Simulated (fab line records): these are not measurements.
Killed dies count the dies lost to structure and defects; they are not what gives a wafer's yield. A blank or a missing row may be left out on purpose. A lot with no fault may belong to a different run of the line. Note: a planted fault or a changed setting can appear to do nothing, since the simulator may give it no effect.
Which of the tools did it? + flow gf180mcu + 14 lots with 42 wafers sampled at 3 steps, on a route of 602 steps

WHAT THE GAUGES SHOWED, per wafer
GF_V5_RS_MEAS_24: the measuring method here is four-point-probe.
| lot  | measured     | on            | V5_W_RS (ohm/sq)  |
|------|--------------|---------------|-------------------|
| L217 | day 27 01:38 | film-metro-01 | 0.321 0.328 0.326 |
| L218 | day 27 14:26 | film-metro-01 | 0.318 0.321 0.326 |
| L219 | day 27 20:29 | film-metro-03 | 0.323 0.325 0.321 |
| L220 | day 28 02:55 | film-metro-03 | 0.322 0.324 0.322 |
| L221 | day 28 04:47 | film-metro-01 | 0.327 0.323 0.320 |
| L230 | day 31 09:26 | film-metro-01 | 0.327 0.327 0.328 |
| L231 | day 31 16:04 | film-metro-01 | 0.327 0.328 0.331 |
| L233 | day 31 23:43 | film-metro-03 | 0.326 0.326 0.326 |
| L234 | day 32 09:08 | film-metro-01 | 0.327 0.325 0.328 |
| L235 | day 32 16:35 | film-metro-01 | 0.329 0.330 0.329 |
| L236 | day 32 20:08 | film-metro-02 | 0.331 0.333 0.333 |
| L237 | day 33 05:20 | film-metro-01 | 0.326 0.326 0.329 |
| L239 | day 33 08:04 | film-metro-02 | 0.327 0.328 0.327 |
| L240 | day 33 11:27 | film-metro-02 | 0.330 0.326 0.325 |

WHAT TOOL EACH LOT RAN ON (gives the tool, then ch and the chambers of the sampled wafers, and finally the start)
| lot  | GF_V5_CVD_02                    | GF_V5_CMP_04                  |
|------|---------------------------------|-------------------------------|
| L217 | pecvd-01 ch 0,1,2, day 26 03:25 | cmp-02 ch 0,1,2, day 26 03:41 |
| L218 | pecvd-04 ch 0,1, day 26 15:47   | cmp-01 ch 0,2,3, day 26 16:02 |
| L219 | pecvd-04 ch 0,1, day 26 22:32   | cmp-02 ch 0,1,3, day 26 22:45 |
| L220 | pecvd-01 ch 0,1,2, day 27 04:53 | cmp-01 ch 0,2,3, day 27 05:06 |
| L221 | pecvd-03 ch 0,1,2, day 27 07:51 | cmp-02 ch 0,2, day 27 08:01   |
| L230 | pecvd-04 ch 1,2, day 30 14:41   | cmp-02 ch 1,2,3, day 30 14:55 |
| L231 | pecvd-03 ch 0,1,2, day 30 21:11 | cmp-01 ch 0,2,3, day 30 21:22 |
| L233 | pecvd-04 ch 0,1, day 31 04:59   | cmp-01 ch 0,1,2, day 31 05:10 |
| L234 | pecvd-03 ch 0,1,2, day 31 14:44 | cmp-01 ch 0,1,2, day 31 14:58 |
| L235 | pecvd-03 ch 1,2, day 31 22:43   | cmp-02 ch 0,1,3, day 31 22:55 |
| L236 | pecvd-01 ch 0,1,2, day 32 02:18 | cmp-02 ch 0,2,3, day 32 02:34 |
| L237 | pecvd-01 ch 0,1, day 32 11:05   | cmp-01 ch 1,2,3, day 32 11:21 |
| L239 | pecvd-04 ch 0,1,2, day 32 14:35 | cmp-01 ch 1,2, day 32 14:44   |
| L240 | pecvd-03 ch 0,1,2, day 32 17:35 | cmp-02 ch 0,3, day 32 17:45   |
- GF_V5_CVD_02: deposits SiO2 from TEOS, target thk 1450 nm, time 163.28 s.
- GF_V5_CMP_04: polishes SiO2.

WHAT THE TOOLS THEMSELVES READ (means of the sampled wafers that have a number; where no wafer has one, the mark that the record gives instead)
GF_V5_CVD_02.
| lot  | tool     | heater-power-outer-w (W) | heater-power-w (W) |
|------|----------|--------------------------|--------------------|
| L217 | pecvd-01 | 363                      | 635                |
| L218 | pecvd-04 | 420                      | 745                |
| L219 | pecvd-04 | 362                      | 665                |
| L220 | pecvd-01 | 379                      | 669                |
| L221 | pecvd-03 | 405                      | 655                |
| L230 | pecvd-04 | 391                      | 693                |
| L231 | pecvd-03 | 435                      | 692                |
| L233 | pecvd-04 | 420                      | 741                |
| L234 | pecvd-03 | 389                      | 641                |
| L235 | pecvd-03 | 477                      | 735                |
| L236 | pecvd-01 | 418                      | 701                |
| L237 | pecvd-01 | 350                      | 618                |
| L239 | pecvd-04 | 380                      | 683                |
| L240 | pecvd-03 | 448                      | 706                |

GF_V5_CMP_04.
| lot  | tool   | motor-current-A (A) |
|------|--------|---------------------|
| L217 | cmp-02 | 11.9                |
| L218 | cmp-01 | 12.4                |
| L219 | cmp-02 | 12.0                |
| L220 | cmp-01 | 11.9                |
| L221 | cmp-02 | 11.6                |
| L230 | cmp-02 | 11.5                |
| L231 | cmp-01 | 12.4                |
| L233 | cmp-01 | 11.7                |
| L234 | cmp-01 | 11.9                |
| L235 | cmp-02 | 12.3                |
| L236 | cmp-02 | 11.5                |
| L237 | cmp-01 | 12.2                |
| L239 | cmp-01 | 12.2                |
| L240 | cmp-02 | 12.4                |

THE ANSWER, worked out from the rows above alone
Rule: what is usual is taken from the lots themselves. The widest of any qualifying gaps counts: lots, ordered by their means at a reading, are off when they make up no more than a third of the lots, leave a main group of 4 or more, and stand apart from it by 3 or more times the standard deviation of that group's means. If all means in a main group match to the digits the tables above print for the reading, that group is not used. Also off: a lot with no number at a reading for which 4 or more lots have one. All remaining lots with rows at the step are treated as sound. Order of review: gauges by route order, followed by the tools' own readings, for which a lot's mean as printed above is used. The first step at which some lot is off is used, and at that step the reading that is off furthest; a lot without a number counts as furthest.
Across all readings shown, no lot is off: no conclusion can be drawn from this.

WHAT THE SIMULATOR HAD PUT IN
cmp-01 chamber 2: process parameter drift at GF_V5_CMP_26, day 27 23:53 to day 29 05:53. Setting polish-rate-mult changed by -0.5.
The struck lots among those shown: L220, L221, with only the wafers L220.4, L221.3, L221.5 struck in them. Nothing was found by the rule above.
